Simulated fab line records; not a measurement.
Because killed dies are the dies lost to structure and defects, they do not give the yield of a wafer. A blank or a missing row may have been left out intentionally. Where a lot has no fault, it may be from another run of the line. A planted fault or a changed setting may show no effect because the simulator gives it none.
The tool behind it: which one?    flow gf180mcu    Sampling: 13 lots, 39 wafers, 4 of 602 route steps

## WHAT THE GAUGES SHOWED, per wafer
GF_STI_THK_MEAS_04. Usual: STI_CVD_03_THK typically reads 207.8 nm, with standard deviation 1.8.
lot   measured     on            STI_CVD_03_THK (nm)  flag
L833  day 1 18:34  filmMetro-02  206.7 207.7 207.1    
L836  day 2 11:40  filmMetro-04  209.6 210.9 212.5    
L837  day 2 14:34  filmMetro-04  208.4 209.5 211.3    
L839  day 3 00:41  filmMetro-04  210.1 208.6 210.1    
L840  day 3 07:14  filmMetro-01  205.6 206.8 206.2    
L842  day 3 15:50  filmMetro-02  203.4 204.1 206.4    
L844  day 4 01:35  filmMetro-02  206.8 207.1 205.2    
L845  day 4 07:38  filmMetro-02  207.5 207.8 207.9    
L846  day 4 13:31  filmMetro-02  205.4 207.0 206.2    
L849  day 5 03:33  filmMetro-04  207.0 204.8 206.0    
L852  day 5 18:20  filmMetro-01  208.5 207.2 209.1    
L854  day 6 04:31  filmMetro-02  207.3 209.4 210.4    
L855  day 6 08:34  filmMetro-01  210.3 209.8 210.3    

GF_V4_BOW_MEAS_05. Usual: V4_BOW typically reads 134 um, with standard deviation 9.8.
lot   measured      on            V4_BOW (um)  flag
L833  day 23 17:28  filmMetro-02  135 136 128  
L836  day 24 22:05  filmMetro-03  145 142 139  
L837  day 25 07:57  filmMetro-01  141 135 137  
L839  day 25 20:11  filmMetro-01  134 141 134  
L840  day 26 09:11  filmMetro-03  141 132 149  
L842  day 26 22:05  filmMetro-03  134 123 137  
L844  day 27 14:01  filmMetro-01  123 121 124  
L845  day 27 20:07  filmMetro-02  132 131 128  
L846  day 28 10:55  filmMetro-01  111 122 118  
L849  day 29 03:14  filmMetro-03  134 123 138  
L852  day 29 20:36  filmMetro-03  126 124 137  
L854  day 30 13:20  filmMetro-01  124 117 135  
L855  day 30 11:03  filmMetro-01  135 130 119  

## WHICH TOOL RAN EACH LOT (tool, then ch and the chambers of the sampled wafers, then the start)
lot   GF_M1_SOFTBAKE_10                 GF_V3_ETCH_16
L833  lithoTrack-04 ch 0, day 16 20:59  rieDiel-02 ch 0,1,2, day 22 16:14
L836  lithoTrack-02 ch 0, day 18 03:37  rieDiel-02 ch 0,1, day 23 21:47
L837  lithoTrack-02 ch 0, day 18 13:21  rieDiel-04 ch 1,2, day 24 07:14
L839  lithoTrack-01 ch 0, day 19 05:48  rieDiel-04 ch 0,2,3, day 24 20:08
L840  lithoTrack-02 ch 0, day 19 19:52  rieDiel-02 ch 0,2,3, day 25 09:11
L842  lithoTrack-02 ch 0, day 20 11:43  rieDiel-03 ch 1,2,3, day 25 22:20
L844  lithoTrack-01 ch 0, day 21 04:48  rieDiel-02 ch 1,2, day 26 14:47
L845  lithoTrack-01 ch 0, day 21 12:43  rieDiel-03 ch 1,2,3, day 26 21:23
L846  lithoTrack-02 ch 0, day 22 05:35  rieDiel-03 ch 0,1,3, day 27 12:44
L849  lithoTrack-02 ch 0, day 23 01:40  rieDiel-02 ch 0,1,3, day 28 04:53
L852  lithoTrack-02 ch 0, day 23 20:44  rieDiel-03 ch 0,2,3, day 28 22:38
L854  lithoTrack-02 ch 0, day 24 19:01  rieDiel-04 ch 0,2, day 29 16:08
L855  lithoTrack-04 ch 0, day 24 14:41  rieDiel-02 ch 0,1,3, day 29 13:35
- GF_M1_SOFTBAKE_10: time 60 s.
- GF_V3_ETCH_16: etches BARC in N2/H2.

## WHAT THE TOOLS THEMSELVES READ (means of the sampled wafers that have a number; where no wafer has one, the mark that the record gives instead)
GF_M1_SOFTBAKE_10. Usual: chillPlateTempC 23.00 C, standard deviation 0.097; runLengthS 89.24 s, standard deviation 0.26.
lot   tool           chillPlateTempC (C)  runLengthS (s)  flag
L833  lithoTrack-04  23.03                88.85           
L836  lithoTrack-02  22.95                89.15           
L837  lithoTrack-02  23.01                89.16           
L839  lithoTrack-01  23.06                89.40           
L840  lithoTrack-02  23.09                89.16           
L842  lithoTrack-02  22.99                89.21           
L844  lithoTrack-01  22.96                93.36           OFF
L845  lithoTrack-01  23.01                93.46           OFF
L846  lithoTrack-02  23.03                89.23           
L849  lithoTrack-02  22.94                89.23           
L852  lithoTrack-02  23.07                89.21           
L854  lithoTrack-02  23.02                89.16           
L855  lithoTrack-04  23.05                88.79           

GF_V3_ETCH_16. Usual: drypumpMotorCurrentA 5.6 A, standard deviation 0.49; oesProductAu 0.855 a.u., standard deviation 0.0047; throttleValvePct 13.225 %, standard deviation 0.0093.
lot   tool        drypumpMotorCurrentA (A)  oesProductAu (a.u.)  throttleValvePct (%)  flag
L833  rieDiel-02  5.5                       0.851                13.229                
L836  rieDiel-02  5.7                       0.850                13.229                
L837  rieDiel-04  6.0                       0.859                13.221                
L839  rieDiel-04  5.7                       0.854                13.220                
L840  rieDiel-02  5.3                       0.858                13.225                
L842  rieDiel-03  5.6                       0.852                13.226                
L844  rieDiel-02  5.7                       0.854                13.222                
L845  rieDiel-03  5.6                       0.853                13.227                
L846  rieDiel-03  5.6                       0.855                13.228                
L849  rieDiel-02  5.8                       0.855                13.222                
L852  rieDiel-03  5.7                       0.852                13.222                
L854  rieDiel-04  6.2                       0.859                13.231                
L855  rieDiel-02  5.8                       0.850                13.222                

## THE ANSWER, worked out from the rows above alone
Rule: a lot is off if the mean of its wafers that have a number lies more than 3 standard deviations from the usual mean. A lot without any number at a reading at which 4 lots or more have one is off too. All remaining lots with rows at the step are treated as sound. The gauges are gone through in route order, then the tools' own readings, and for those a lot's mean is taken as printed above. At the first step where some lot is off, the reading lying furthest off is the one used; lots without a number count as furthest.
Off at GF_M1_SOFTBAKE_10 (runLengthS): L844, L845.
A tool fits if, at that step or a process step before it, it ran every lot that is off, and no sound lot after the first of them. One candidate fits, namely lithoTrack-01 at GF_M1_SOFTBAKE_10. Its last sound lot is L839 (day 19 05:48), its first lot that is off L844 (day 21 04:48): a fault that began between those two fits.
On the lots that are off, the tool's own readings at GF_M1_SOFTBAKE_10 differ by more than 5 times the standard deviation of the sound lots' means, which bears it out; runLengthS reads 93.41 s there versus 89.14 s on the sound lots.

## WHAT WAS PUT IN BY THE SIMULATOR
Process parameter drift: lithoTrack-01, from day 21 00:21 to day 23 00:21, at GF_M1_SOFTBAKE_10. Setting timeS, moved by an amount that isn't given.
Lots struck among those shown: L844, L845. The rule above reached the same finding.
